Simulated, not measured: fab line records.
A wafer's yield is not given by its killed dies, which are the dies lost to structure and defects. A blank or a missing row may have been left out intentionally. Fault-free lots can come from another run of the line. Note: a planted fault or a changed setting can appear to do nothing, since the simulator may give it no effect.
The tool behind it: which one? || flow gf180mcu || 11 lots, 33 wafers sampled, at 5 steps of a route of 602

WHAT THE GAUGES READ, wafer by wafer
GF_M2_THK_MEAS_06: measures by xrf. Usual: for M2_ALCU_THK the level is 443 nm and the standard deviation is 4.7.
{"lot": "L267", "measured": "day 19 00:11", "on": "film-metro-02", "M2_ALCU_THK (nm)": "442 441 442", "flag": ""}
{"lot": "L268", "measured": "day 19 07:35", "on": "film-metro-03", "M2_ALCU_THK (nm)": "442 443 443", "flag": ""}
{"lot": "L269", "measured": "day 19 16:07", "on": "film-metro-03", "M2_ALCU_THK (nm)": "442 441 443", "flag": ""}
{"lot": "L270", "measured": "day 20 00:07", "on": "film-metro-03", "M2_ALCU_THK (nm)": "443 440 441", "flag": ""}
{"lot": "L274", "measured": "day 21 15:51", "on": "film-metro-03", "M2_ALCU_THK (nm)": "448 444 446", "flag": ""}
{"lot": "L277", "measured": "day 22 15:42", "on": "film-metro-03", "M2_ALCU_THK (nm)": "438 411 415", "flag": "OFF"}
{"lot": "L285", "measured": "day 25 06:06", "on": "film-metro-03", "M2_ALCU_THK (nm)": "437 435 433", "flag": ""}
{"lot": "L287", "measured": "day 26 02:14", "on": "film-metro-01", "M2_ALCU_THK (nm)": "443 445 446", "flag": ""}
{"lot": "L288", "measured": "day 26 04:29", "on": "film-metro-02", "M2_ALCU_THK (nm)": "448 443 443", "flag": ""}
{"lot": "L289", "measured": "day 26 12:23", "on": "film-metro-03", "M2_ALCU_THK (nm)": "441 447 442", "flag": ""}
{"lot": "L290", "measured": "day 26 16:35", "on": "film-metro-03", "M2_ALCU_THK (nm)": "439 436 439", "flag": ""}

TOOL THAT RAN EACH LOT (tool first, then ch and the chambers of the sampled wafers, then the start)
{"lot": "L267", "GF_V1_CVD_23": "cvd-w-02 ch 0,1, day 18 23:15", "GF_M2_SPUTTER_00": "pvd-sputter-03, day 18 23:50", "GF_M2_SPUTTER_02": "pvd-sputter-03, day 18 23:58", "GF_M2_SPUTTER_04": "pvd-sputter-03, day 19 00:01"}
{"lot": "L268", "GF_V1_CVD_23": "cvd-w-01 ch 0,1, day 19 06:39", "GF_M2_SPUTTER_00": "pvd-sputter-03, day 19 07:14", "GF_M2_SPUTTER_02": "pvd-sputter-03, day 19 07:22", "GF_M2_SPUTTER_04": "pvd-sputter-03, day 19 07:25"}
{"lot": "L269", "GF_V1_CVD_23": "cvd-w-02 ch 0,1, day 19 15:11", "GF_M2_SPUTTER_00": "pvd-sputter-03, day 19 15:46", "GF_M2_SPUTTER_02": "pvd-sputter-03, day 19 15:54", "GF_M2_SPUTTER_04": "pvd-sputter-03, day 19 15:57"}
{"lot": "L270", "GF_V1_CVD_23": "cvd-w-01 ch 0,1, day 19 23:11", "GF_M2_SPUTTER_00": "pvd-sputter-02, day 19 23:45", "GF_M2_SPUTTER_02": "pvd-sputter-02, day 19 23:53", "GF_M2_SPUTTER_04": "pvd-sputter-02, day 19 23:56"}
{"lot": "L274", "GF_V1_CVD_23": "cvd-w-01 ch 0,1, day 21 14:54", "GF_M2_SPUTTER_00": "pvd-sputter-01, day 21 15:29", "GF_M2_SPUTTER_02": "pvd-sputter-01, day 21 15:38", "GF_M2_SPUTTER_04": "pvd-sputter-01, day 21 15:41"}
{"lot": "L277", "GF_V1_CVD_23": "cvd-w-02 ch 0,1, day 22 14:45", "GF_M2_SPUTTER_00": "pvd-sputter-02, day 22 15:20", "GF_M2_SPUTTER_02": "pvd-sputter-02, day 22 15:29", "GF_M2_SPUTTER_04": "pvd-sputter-02, day 22 15:32"}
{"lot": "L285", "GF_V1_CVD_23": "cvd-w-02 ch 0,1, day 25 05:10", "GF_M2_SPUTTER_00": "pvd-sputter-03, day 25 05:46", "GF_M2_SPUTTER_02": "pvd-sputter-03, day 25 05:53", "GF_M2_SPUTTER_04": "pvd-sputter-03, day 25 05:56"}
{"lot": "L287", "GF_V1_CVD_23": "cvd-w-02 ch 0,1, day 26 01:18", "GF_M2_SPUTTER_00": "pvd-sputter-03, day 26 01:53", "GF_M2_SPUTTER_02": "pvd-sputter-03, day 26 02:01", "GF_M2_SPUTTER_04": "pvd-sputter-03, day 26 02:04"}
{"lot": "L288", "GF_V1_CVD_23": "cvd-w-01 ch 0,1, day 26 03:32", "GF_M2_SPUTTER_00": "pvd-sputter-02, day 26 04:08", "GF_M2_SPUTTER_02": "pvd-sputter-02, day 26 04:16", "GF_M2_SPUTTER_04": "pvd-sputter-02, day 26 04:19"}
{"lot": "L289", "GF_V1_CVD_23": "cvd-w-02 ch 0,1, day 26 11:26", "GF_M2_SPUTTER_00": "pvd-sputter-03, day 26 12:02", "GF_M2_SPUTTER_02": "pvd-sputter-03, day 26 12:10", "GF_M2_SPUTTER_04": "pvd-sputter-03, day 26 12:13"}
{"lot": "L290", "GF_V1_CVD_23": "cvd-w-01 ch 0,1, day 26 15:39", "GF_M2_SPUTTER_00": "pvd-sputter-01, day 26 16:14", "GF_M2_SPUTTER_02": "pvd-sputter-01, day 26 16:22", "GF_M2_SPUTTER_04": "pvd-sputter-01, day 26 16:25"}
- GF_V1_CVD_23: deposits W, target thk 350 nm, time 105.05 s.
- GF_M2_SPUTTER_00: material Ti, target thk 37.5 nm, time 150 s.
- GF_M2_SPUTTER_02: material AlCu, target thk 450 nm, time 23.9 s.
- GF_M2_SPUTTER_04: material TiN, target thk 50 nm, time 41.7 s.

AS READ BY THE TOOLS THEMSELVES (means over the sampled wafers that have a number; for cases with no such wafer, the mark the record gives instead)
GF_V1_CVD_23. Usual: heater-power-w reads 922 W (standard deviation 130).
{"lot": "L267", "tool": "cvd-w-02", "heater-power-w (W)": 1015, "flag": ""}
{"lot": "L268", "tool": "cvd-w-01", "heater-power-w (W)": 765, "flag": ""}
{"lot": "L269", "tool": "cvd-w-02", "heater-power-w (W)": 1033, "flag": ""}
{"lot": "L270", "tool": "cvd-w-01", "heater-power-w (W)": 802, "flag": ""}
{"lot": "L274", "tool": "cvd-w-01", "heater-power-w (W)": 813, "flag": ""}
{"lot": "L277", "tool": "cvd-w-02", "heater-power-w (W)": 1023, "flag": ""}
{"lot": "L285", "tool": "cvd-w-02", "heater-power-w (W)": 1040, "flag": ""}
{"lot": "L287", "tool": "cvd-w-02", "heater-power-w (W)": 1024, "flag": ""}
{"lot": "L288", "tool": "cvd-w-01", "heater-power-w (W)": 773, "flag": ""}
{"lot": "L289", "tool": "cvd-w-02", "heater-power-w (W)": 1024, "flag": ""}
{"lot": "L290", "tool": "cvd-w-01", "heater-power-w (W)": 797, "flag": ""}

GF_M2_SPUTTER_00. Usual: throttle-valve-pct reads 29.9 % (standard deviation 1.1).
{"lot": "L267", "tool": "pvd-sputter-03", "throttle-valve-pct (%)": 29.3, "flag": ""}
{"lot": "L268", "tool": "pvd-sputter-03", "throttle-valve-pct (%)": 29.1, "flag": ""}
{"lot": "L269", "tool": "pvd-sputter-03", "throttle-valve-pct (%)": 29.0, "flag": ""}
{"lot": "L270", "tool": "pvd-sputter-02", "throttle-valve-pct (%)": 30.5, "flag": ""}
{"lot": "L274", "tool": "pvd-sputter-01", "throttle-valve-pct (%)": 30.1, "flag": ""}
{"lot": "L277", "tool": "pvd-sputter-02", "throttle-valve-pct (%)": 30.6, "flag": ""}
{"lot": "L285", "tool": "pvd-sputter-03", "throttle-valve-pct (%)": 29.8, "flag": ""}
{"lot": "L287", "tool": "pvd-sputter-03", "throttle-valve-pct (%)": 29.9, "flag": ""}
{"lot": "L288", "tool": "pvd-sputter-02", "throttle-valve-pct (%)": 31.5, "flag": ""}
{"lot": "L289", "tool": "pvd-sputter-03", "throttle-valve-pct (%)": 29.9, "flag": ""}
{"lot": "L290", "tool": "pvd-sputter-01", "throttle-valve-pct (%)": 29.9, "flag": ""}

GF_M2_SPUTTER_02. Usual: throttle-valve-pct reads 29.9 % (standard deviation 1.1).
{"lot": "L267", "tool": "pvd-sputter-03", "throttle-valve-pct (%)": 29.3, "flag": ""}
{"lot": "L268", "tool": "pvd-sputter-03", "throttle-valve-pct (%)": 29.0, "flag": ""}
{"lot": "L269", "tool": "pvd-sputter-03", "throttle-valve-pct (%)": 28.9, "flag": ""}
{"lot": "L270", "tool": "pvd-sputter-02", "throttle-valve-pct (%)": 30.5, "flag": ""}
{"lot": "L274", "tool": "pvd-sputter-01", "throttle-valve-pct (%)": 29.9, "flag": ""}
{"lot": "L277", "tool": "pvd-sputter-02", "throttle-valve-pct (%)": 30.6, "flag": ""}
{"lot": "L285", "tool": "pvd-sputter-03", "throttle-valve-pct (%)": 30.0, "flag": ""}
{"lot": "L287", "tool": "pvd-sputter-03", "throttle-valve-pct (%)": 29.9, "flag": ""}
{"lot": "L288", "tool": "pvd-sputter-02", "throttle-valve-pct (%)": 31.6, "flag": ""}
{"lot": "L289", "tool": "pvd-sputter-03", "throttle-valve-pct (%)": 29.8, "flag": ""}
{"lot": "L290", "tool": "pvd-sputter-01", "throttle-valve-pct (%)": 29.9, "flag": ""}

GF_M2_SPUTTER_04. Usual: throttle-valve-pct reads 29.8 % (standard deviation 1.1).
{"lot": "L267", "tool": "pvd-sputter-03", "throttle-valve-pct (%)": 29.2, "flag": ""}
{"lot": "L268", "tool": "pvd-sputter-03", "throttle-valve-pct (%)": 29.0, "flag": ""}
{"lot": "L269", "tool": "pvd-sputter-03", "throttle-valve-pct (%)": 28.9, "flag": ""}
{"lot": "L270", "tool": "pvd-sputter-02", "throttle-valve-pct (%)": 30.5, "flag": ""}
{"lot": "L274", "tool": "pvd-sputter-01", "throttle-valve-pct (%)": 30.0, "flag": ""}
{"lot": "L277", "tool": "pvd-sputter-02", "throttle-valve-pct (%)": 30.5, "flag": ""}
{"lot": "L285", "tool": "pvd-sputter-03", "throttle-valve-pct (%)": 29.9, "flag": ""}
{"lot": "L287", "tool": "pvd-sputter-03", "throttle-valve-pct (%)": 30.1, "flag": ""}
{"lot": "L288", "tool": "pvd-sputter-02", "throttle-valve-pct (%)": 31.4, "flag": ""}
{"lot": "L289", "tool": "pvd-sputter-03", "throttle-valve-pct (%)": 29.9, "flag": ""}
{"lot": "L290", "tool": "pvd-sputter-01", "throttle-valve-pct (%)": 30.0, "flag": ""}

THE ANSWER, worked out from the rows above alone
Rule: take the mean of a lot's wafers that have a number; if it is more than 3 standard deviations from the usual mean, the lot is off. Also off: a lot with no number at a reading for which 4 or more lots have one. Where the step has rows for the other lots, those lots are counted as sound. The gauges are gone through in route order, then the tools' own readings, and for those a lot's mean is taken as printed above. At the first step where some lot is off, the reading lying furthest off is the one used; lots without a number count as furthest.
Off: L277, seen at GF_M2_THK_MEAS_06 (M2_ALCU_THK).
A tool fits if, at a process step before that reading, it ran every lot that is off, and no sound lot after the first of them. The gauges at GF_M2_THK_MEAS_06 are tried like those tools. Not one of the candidates tried fits.

WHAT THE SIMULATOR PUT IN
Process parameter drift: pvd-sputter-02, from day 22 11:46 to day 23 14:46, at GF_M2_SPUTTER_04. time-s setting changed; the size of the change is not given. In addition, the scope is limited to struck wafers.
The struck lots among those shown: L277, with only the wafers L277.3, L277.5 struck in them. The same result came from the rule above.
